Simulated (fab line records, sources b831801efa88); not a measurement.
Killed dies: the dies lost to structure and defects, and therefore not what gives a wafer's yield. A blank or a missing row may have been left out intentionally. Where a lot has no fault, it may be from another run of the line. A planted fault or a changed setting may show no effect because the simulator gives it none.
2 desks looking at one fault    flow gf180mcu    each desk holds nothing but its own numbers, with what lay behind them at the end

== TOOL OWNER'S DESK, pvd sputter-01 ==
The tool's own readings at GF_M1_SPUTTER_01 (material TiN, target thk 30 nm, time 25 s): means of the sampled wafers that have a number, for each lot that ran on this tool. Marked OUT: a lot whose mean sits more than 4 standard deviations from the usual mean, which makes it out of limits; the brackets give that distance.
Columns: A = throttle valve pct at GF_M1_SPUTTER_01, usual 30.0 %
lot   first seen here  A
L343  day 17 02:17     30.6
L348  day 19 13:40     29.5
L350  day 19 21:40     30.0
L362  day 24 05:07     29.4
This desk found nothing out of limits on any of the 4 lots.

== THE METROLOGY DESK ==
What the gauges read for every lot (on any tool): the sampled wafers with a number, averaged. Marked OUT: a lot whose mean sits more than 4 standard deviations from the usual mean, which makes it out of limits; the brackets give that distance.
Columns: A = CONTACT_W_RS at GF_CONTACT_RS_MEAS_25, usual 0.384 ohm/sq; B = CONTACT_W_THK at GF_CONTACT_THK_MEAS_26, usual 289 nm
lot   first seen here  A      B
L343  day 17 01:42     0.385  285
L346  day 18 10:38     0.384  292
L348  day 19 13:09     0.384  286
L350  day 19 21:05     0.380  294
L358  day 22 15:45     0.386  285
L362  day 24 04:32     0.382  294
This desk found nothing out of limits on any of the 6 lots.

== BROUGHT TOGETHER ==
The tool owner's desk saw nothing out of limits.
From the metrology desk's view, nothing was out of limits.

== WHAT WAS PUT IN BY THE SIMULATOR ==
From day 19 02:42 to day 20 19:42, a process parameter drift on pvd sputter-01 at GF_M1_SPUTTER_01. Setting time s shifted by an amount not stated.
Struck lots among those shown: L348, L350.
